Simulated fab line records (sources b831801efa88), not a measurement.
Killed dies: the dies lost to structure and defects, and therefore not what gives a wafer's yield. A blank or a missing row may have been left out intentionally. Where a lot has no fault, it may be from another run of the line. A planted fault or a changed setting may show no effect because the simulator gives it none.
Which tool is to blame?	flow sky130	Sampling: 11 lots, 33 wafers, 5 of 708 route steps

== WHAT THE GAUGES READ, wafer by wafer ==
SKY_SPACER_THK_MEAS_01.
lot	measured	on	SPACER_CVD_00_THK (nm)
L340	day 23 08:08	film-metro-01	43.0 42.6 42.5
L341	day 24 21:05	film-metro-03	43.2 43.1 43.1
L342	day 24 23:08	film-metro-03	43.1 43.4 43.1
L344	day 25 00:20	film-metro-01	42.8 43.2 43.1
L345	day 25 00:20	film-metro-04	42.6 42.8 42.4
L347	day 25 19:28	film-metro-01	42.7 42.4 42.5
L348	day 26 05:04	film-metro-03	43.4 43.1 43.2
L351	day 27 07:22	film-metro-03	39.5 39.6 39.9
L360	day 30 04:43	film-metro-01	43.3 43.4 43.4
L361	day 30 09:20	film-metro-03	42.7 43.1 42.9
L362	day 30 15:12	film-metro-03	42.2 42.2 42.0

SKY_LI_CONTACT_OVL_MEAS_13.
lot	measured	on	LI_CONTACT_OVL (nm)
L340	day 29 11:46	overlay-02	-1 -8 -4
L341	day 30 20:10	overlay-02	-7 -9 -6
L342	day 30 22:23	overlay-02	-4 4 4
L344	day 31 00:44	overlay-02	-1 -4 2
L345	day 31 00:52	overlay-01	-9 0 0
L347	day 31 19:08	overlay-02	12 14 6
L348	day 32 03:46	overlay-02	8 -3 9
L351	day 33 05:22	overlay-02	-6 0 -6
L360	day 35 23:07	overlay-02	3 5 -1
L361	day 36 03:38	overlay-02	6 3 4
L362	day 36 08:13	overlay-01	1 7 5

SKY_CONTACT_THK_MEAS_01.
lot	measured	on	CONTACT_CVD_00_THK (nm)
L340	day 30 17:14	film-metro-01	74.4 76.3 75.8
L341	day 32 01:34	film-metro-04	72.4 73.2 75.1
L342	day 32 04:46	film-metro-04	74.2 75.4 74.8
L344	day 32 06:52	film-metro-01	74.3 74.5 75.9
L345	day 32 07:52	film-metro-04	76.4 75.2 76.6
L347	day 33 00:31	film-metro-01	73.6 75.8 74.4
L348	day 33 09:13	film-metro-02	77.0 76.1 76.2
L351	day 34 11:14	film-metro-04	73.5 73.0 74.9
L360	day 37 03:32	film-metro-02	74.9 74.7 75.7
L361	day 37 07:51	film-metro-04	75.1 74.6 74.7
L362	day 37 13:15	film-metro-04	74.6 75.6 75.0

== WHAT TOOL EACH LOT RAN ON (gives the tool, then ch and the chambers of the sampled wafers, and finally the start) ==
lot	SKY_SPACER_CVD_00	SKY_SPACER_ETCHBACK_02
L340	lpcvd-02 ch 0, day 23 06:19	rie-diel-04 ch 0,2,3, day 23 08:11
L341	lpcvd-02 ch 1, day 24 19:52	rie-diel-04 ch 0,2, day 24 21:08
L342	lpcvd-02 ch 0, day 24 21:55	rie-diel-01 ch 0,1,2, day 24 23:11
L344	lpcvd-02 ch 0, day 24 23:07	rie-diel-02 ch 0,1,2, day 25 00:23
L345	lpcvd-02 ch 1, day 24 23:07	rie-diel-01 ch 0,2,3, day 25 00:23
L347	lpcvd-02 ch 0, day 25 18:16	rie-diel-01 ch 0,1,2, day 25 19:32
L348	lpcvd-02 ch 1, day 26 03:52	rie-diel-02 ch 1,2,3, day 26 05:07
L351	lpcvd-02 ch 1, day 27 06:10	rie-diel-04 ch 1,2, day 27 07:25
L360	lpcvd-02 ch 1, day 30 02:55	rie-diel-04 ch 2,3, day 30 04:46
L361	lpcvd-02 ch 1, day 30 08:06	rie-diel-01 ch 1,2,3, day 30 09:22
L362	lpcvd-02 ch 1, day 30 14:00	rie-diel-04 ch 0,1,2, day 30 15:16
- SKY_SPACER_CVD_00: deposits Si3N4 from DCS/NH3, target thk 43.1 nm, time 740 s.
- SKY_SPACER_ETCHBACK_02: etches Si3N4 in CH3F/O2, stops on SiO2, time 46.7 s, target depth 45 nm.

== AS READ BY THE TOOLS THEMSELVES (means over the sampled wafers that have a number; for cases with no such wafer, the mark the record gives instead) ==
SKY_SPACER_CVD_00.
lot	tool	spike-tc-bottom-C (C)	spike-tc-top-C (C)	spike-tc-upper-C (C)
L340	lpcvd-02	784.4	781.4	769.7
L341	lpcvd-02	787.3	785.4	770.1
L342	lpcvd-02	784.1	780.7	767.5
L344	lpcvd-02	784.0	781.6	769.8
L345	lpcvd-02	786.7	784.6	771.6
L347	lpcvd-02	784.0	781.0	768.7
L348	lpcvd-02	788.0	784.2	769.8
L351	lpcvd-02	787.3	785.0	771.0
L360	lpcvd-02	786.9	784.8	769.2
L361	lpcvd-02	788.1	784.0	770.7
L362	lpcvd-02	787.7	785.2	770.3

SKY_SPACER_ETCHBACK_02.
lot	tool	drypump-motor-current-A (A)	oes-product-au (a.u.)	throttle-valve-pct (%)
L340	rie-diel-04	5.8	0.852	10.567
L341	rie-diel-04	5.3	0.857	10.552
L342	rie-diel-01	5.7	0.858	10.562
L344	rie-diel-02	5.8	0.851	10.562
L345	rie-diel-01	5.9	0.847	10.561
L347	rie-diel-01	5.7	0.844	10.558
L348	rie-diel-02	5.8	0.859	10.572
L351	rie-diel-04	5.8	0.816	10.557
L360	rie-diel-04	6.3	0.854	10.567
L361	rie-diel-01	5.8	0.851	10.563
L362	rie-diel-04	5.6	0.839	10.560

== THE ANSWER, worked out from the rows above alone ==
Rule: the lots themselves supply what counts as usual. Put in order of their means at a reading, lots are off if they are a third of the lots or fewer, leave a main group of 4 or more, and stand apart from it by a gap of 3 or more times the standard deviation of the main group's means; of several such gaps the widest counts. A main group whose means are all the same, to the digits that the tables above print for the reading, isn't used. A lot without any number at a reading at which 4 lots or more have one is off too. The other lots that the step has rows for count as sound. Order of review: gauges by route order, followed by the tools' own readings, for which a lot's mean as printed above is used. The first step at which some lot is off is used, and at that step the reading that is off furthest; a lot without a number counts as furthest.
Off: L351, seen at SKY_SPACER_THK_MEAS_01 (SPACER_CVD_00_THK). The main group: mean 42.9 nm, standard deviation 0.37.
A tool fits if, at a process step before that reading, it ran every lot that is off, and no sound lot after the first of them. The gauges at SKY_SPACER_THK_MEAS_01 aren't tried: what is off there is off at SKY_SPACER_ETCHBACK_02 too, on other tools, and a gauge's error can't cause that. None of those tried fits.

== WHAT THE SIMULATOR HAD INSERTED ==
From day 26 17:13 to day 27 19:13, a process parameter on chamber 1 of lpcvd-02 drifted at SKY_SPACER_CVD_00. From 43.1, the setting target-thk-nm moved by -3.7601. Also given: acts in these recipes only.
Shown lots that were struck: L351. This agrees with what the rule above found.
